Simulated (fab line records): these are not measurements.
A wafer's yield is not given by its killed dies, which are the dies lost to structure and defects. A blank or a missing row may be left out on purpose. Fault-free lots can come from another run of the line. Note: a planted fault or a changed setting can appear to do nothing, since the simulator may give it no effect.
Which tool was responsible?	flow sky130	30 wafers from 10 lots sampled at 5 of the route's 708 steps

WHAT THE GAUGES SHOWED, per wafer
The record lacks any reading of a measuring or inspecting step that a usual standard deviation could be used to judge.

WHAT TOOL EACH LOT RAN ON (gives the tool, then ch and the chambers of the sampled wafers, and finally the start)
lot	SKY_VIA2_CMP_24	SKY_METAL4_METAL_ETCH_18	SKY_METAL4_STRIP_19	SKY_VIA4_CMP_21	SKY_PAD_OPEN_PROBE_99
L965	cmp-01 ch 0,1,2, day 36 09:22	rieMetal-04 ch 0,1, day 41 19:47	plasmaAsher-02 ch 0,1, day 41 19:58	cmp-01 ch 0,2,3, day 42 22:22	prober-02, day 45 22:02
L966	cmp-01 ch 0,2,3, day 36 20:45	rieMetal-01 ch 0,1, day 42 05:56	plasmaAsher-02 ch 0,1, day 42 06:07	cmp-01 ch 0,1,3, day 43 06:59	prober-01, day 46 04:48
L970	cmp-01 ch 2,3, day 37 23:55	rieMetal-02 ch 0, day 43 07:02	plasmaAsher-01 ch 0,1, day 43 07:23	cmp-01 ch 2,3, day 44 07:05	prober-01, day 47 02:47
L972	cmp-01 ch 0,1, day 38 14:04	rieMetal-01 ch 0,1, day 43 21:06	plasmaAsher-04 ch 0,1, day 43 21:17	cmp-01 ch 0,1,2, day 44 21:35	prober-01, day 47 16:18
L973	cmp-02 ch 0,2,3, day 39 05:04	rieMetal-04 ch 0,1, day 44 10:56	plasmaAsher-01 ch 0,1, day 44 11:07	cmp-01 ch 1,2, day 45 10:56	prober-02, day 48 03:04
L974	cmp-01 ch 0,1,3, day 39 13:43	rieMetal-01 ch 0,1, day 44 16:51	plasmaAsher-02 ch 0,1, day 44 17:02	cmp-01 ch 1,3, day 45 17:05	prober-01, day 48 07:49
L978	cmp-01 ch 0,3, day 40 16:34	rieMetal-04 ch 0,1, day 45 16:41	plasmaAsher-02 ch 0,1, day 45 16:52	cmp-02 ch 0,1, day 46 16:20	prober-01, day 49 04:45
L980	cmp-01 ch 0,1,2, day 41 01:51	rieMetal-01 ch 0,1, day 46 01:02	plasmaAsher-01 ch 0,1, day 46 01:13	cmp-01 ch 0,1,2, day 47 00:14	prober-01, day 49 13:24
L985	cmp-01 ch 0,2,3, day 42 05:43	rieMetal-04 ch 0,1, day 47 00:54	plasmaAsher-01 ch 0,1, day 47 01:05	cmp-02 ch 0,1,2, day 47 22:23	prober-02, day 50 08:33
L986	cmp-01 ch 2,3, day 42 18:46	rieMetal-04 ch 1, day 47 13:20	plasmaAsher-02 ch 0,1, day 47 13:31	cmp-01 ch 2,3, day 48 11:02	prober-01, day 50 17:46
- SKY_VIA2_CMP_24: polishes, stops on SiO2, t overpolish 20 s, target thk 0 nm.
- SKY_METAL4_METAL_ETCH_18: etches the open film in Cl2/BCl3, stops on SiO2, target depth 845 nm, time 183.1 s.
- SKY_METAL4_STRIP_19: strips in O2/N2.
- SKY_VIA4_CMP_21: polishes, stops on SiO2, t overpolish 25 s, target thk 0 nm.
- SKY_PAD_OPEN_PROBE_99

AS READ BY THE TOOLS THEMSELVES (means over the sampled wafers that have a number; for cases with no such wafer, the mark the record gives instead)
SKY_VIA2_CMP_24.
lot	tool	motorCurrentA (A)	overpolishRunS (s)	retainingRingPressureFrac	slurryFilterDpKPa (kPa)	timeToEndpointS (s)
L965	cmp-01	11.7	19.997	1.004	13.51	102
L966	cmp-01	12.2	20.002	1.002	13.40	98
L970	cmp-01	13.0	19.997	0.998	13.27	99
L972	cmp-01	10.5	19.994	0.995	13.45	101
L973	cmp-02	11.0	19.999	1.001	13.51	103
L974	cmp-01	11.4	20.008	0.997	13.58	101
L978	cmp-01	11.1	20.001	0.998	13.52	101
L980	cmp-01	11.9	19.995	1.000	13.52	95
L985	cmp-01	12.2	20.001	0.999	13.55	101
L986	cmp-01	12.7	19.999	1.004	13.58	106

SKY_METAL4_METAL_ETCH_18.
lot	tool	biasW (W)	drypumpMotorCurrentA (A)	mfcCl2Sccm (sccm)	oesProductAu (a.u.)	throttleValvePct (%)
L965	rieMetal-04	48.54	5.7	59.99	0.855	22.268
L966	rieMetal-01	48.51	5.1	60.03	0.866	22.256
L970	rieMetal-02	48.55	6.1	59.85	0.871	22.266
L972	rieMetal-01	48.63	5.5	59.76	0.863	22.270
L973	rieMetal-04	48.62	5.9	60.15	0.871	22.263
L974	rieMetal-01	48.41	5.2	60.05	0.869	22.262
L978	rieMetal-04	48.33	5.7	60.04	0.871	22.253
L980	rieMetal-01	48.37	5.1	60.01	0.863	22.261
L985	rieMetal-04	48.52	5.9	59.99	0.866	22.264
L986	rieMetal-04	48.51	5.4	59.87	0.863	22.255

SKY_METAL4_STRIP_19.
lot	tool	drypumpMotorCurrentA (A)	oesProductAu (a.u.)	stripTimeToEndpointS (s)
L965	plasmaAsher-02	6.4	0.498	6.52
L966	plasmaAsher-02	6.4	0.501	6.62
L970	plasmaAsher-01	5.8	0.500	6.48
L972	plasmaAsher-04	4.9	0.505	6.53
L973	plasmaAsher-01	5.7	0.506	6.56
L974	plasmaAsher-02	6.3	0.506	6.64
L978	plasmaAsher-02	6.4	0.501	6.53
L980	plasmaAsher-01	5.7	0.503	6.63
L985	plasmaAsher-01	5.7	0.501	6.51
L986	plasmaAsher-02	6.4	0.501	6.53

SKY_VIA4_CMP_21.
lot	tool	motorCurrentA (A)	overpolishRunS (s)	retainingRingPressureFrac	slurryFilterDpKPa (kPa)	timeToEndpointS (s)
L965	cmp-01	12.0	24.997	1.004	13.46	127
L966	cmp-01	11.3	25.006	0.999	13.57	125
L970	cmp-01	12.5	25.009	0.999	13.50	119
L972	cmp-01	12.2	25.005	1.002	13.49	120
L973	cmp-01	12.7	25.004	0.994	13.43	124
L974	cmp-01	11.9	25.006	1.000	13.49	121
L978	cmp-02	10.7	24.980	0.996	13.33	120
L980	cmp-01	11.6	24.990	0.990	13.51	124
L985	cmp-02	11.4	24.999	0.996	13.59	123
L986	cmp-01	13.0	24.999	0.997	13.43	124

SKY_PAD_OPEN_PROBE_99.
lot	tool	defectLimitedYield (%)	killed_at_M0_to_M3	killed_at_M4_up	killedAtContacts	killedAtFrontEnd	killedAtOther	killedDies	killedOnRim	killedOpen	killedShort	sort_bin_3_pad_short (%)	sort_bin_5_function (%)	sort_bin_6_memory (%)	sortNPass	sortYieldPct (%)
L965	prober-02	81.2	51	2.7	23	16	0.0	92	17	49	43	1.1	10.9	6.7	400	81.2
L966	prober-01	83.2	40	2.7	23	16	0.0	82	19	42	40	0.8	10.8	5.2	410	83.2
L970	prober-01	83.3	44	3.3	20	15	0.0	82	15	42	40	0.9	9.8	5.9	410	83.3
L972	prober-01	81.8	45	2.3	26	15	0.7	90	17	52	38	1.5	10.8	6.0	402	81.8
L973	prober-02	86.3	32	3.0	17	15	0.3	67	16	31	36	0.6	7.8	5.2	425	86.3
L974	prober-01	83.3	47	1.3	23	11	0.0	82	13	44	38	1.0	9.5	6.2	410	83.3
L978	prober-01	83.3	37	2.7	27	15	0.3	82	19	44	38	0.7	11.3	4.7	410	83.3
L980	prober-01	57.2	177	3.0	16	14	0.0	211	40	37	32	3.2	25.3	14.3	281	57.2
L985	prober-02	54.0	186	2.3	27	11	0.7	226	44	44	32	2.3	29.8	13.8	266	54.0
L986	prober-01	56.6	183	1.7	17	10	0.7	213	43	32	32	2.6	27.7	13.0	279	56.6

THE ANSWER, worked out from the rows above alone
Rule: usual is defined by the lots themselves. Put in order of their means at a reading, lots are off if they are a third of the lots or fewer, leave a main group of 4 or more, and stand apart from it by a gap of 3 or more times the standard deviation of the main group's means; of several such gaps the widest counts. Not used: any main group whose means are identical at the precision the tables above print for the reading. Also off: a lot with no number at a reading for which 4 or more lots have one. Any other lot the step has rows for is counted as sound. Order of review: gauges by route order, followed by the tools' own readings, for which a lot's mean as printed above is used. At the first step where some lot is off, the reading lying furthest off is the one used; lots without a number count as furthest.
Off, at SKY_PAD_OPEN_PROBE_99 on killed_at_M0_to_M3: L980, L985, L986. The main group has a mean of 42 with a standard deviation of 5.9.
A tool fits if, at that step or a process step before it, it ran every lot that is off, and no sound lot after the first of them. One fits: SKY_VIA2_CMP_24 on cmp-01. A fault onset in the window from L978 (day 40 16:34, its last sound lot) to L980 (day 41 01:51, its first lot off) fits.

WHAT WAS PUT IN BY THE SIMULATOR
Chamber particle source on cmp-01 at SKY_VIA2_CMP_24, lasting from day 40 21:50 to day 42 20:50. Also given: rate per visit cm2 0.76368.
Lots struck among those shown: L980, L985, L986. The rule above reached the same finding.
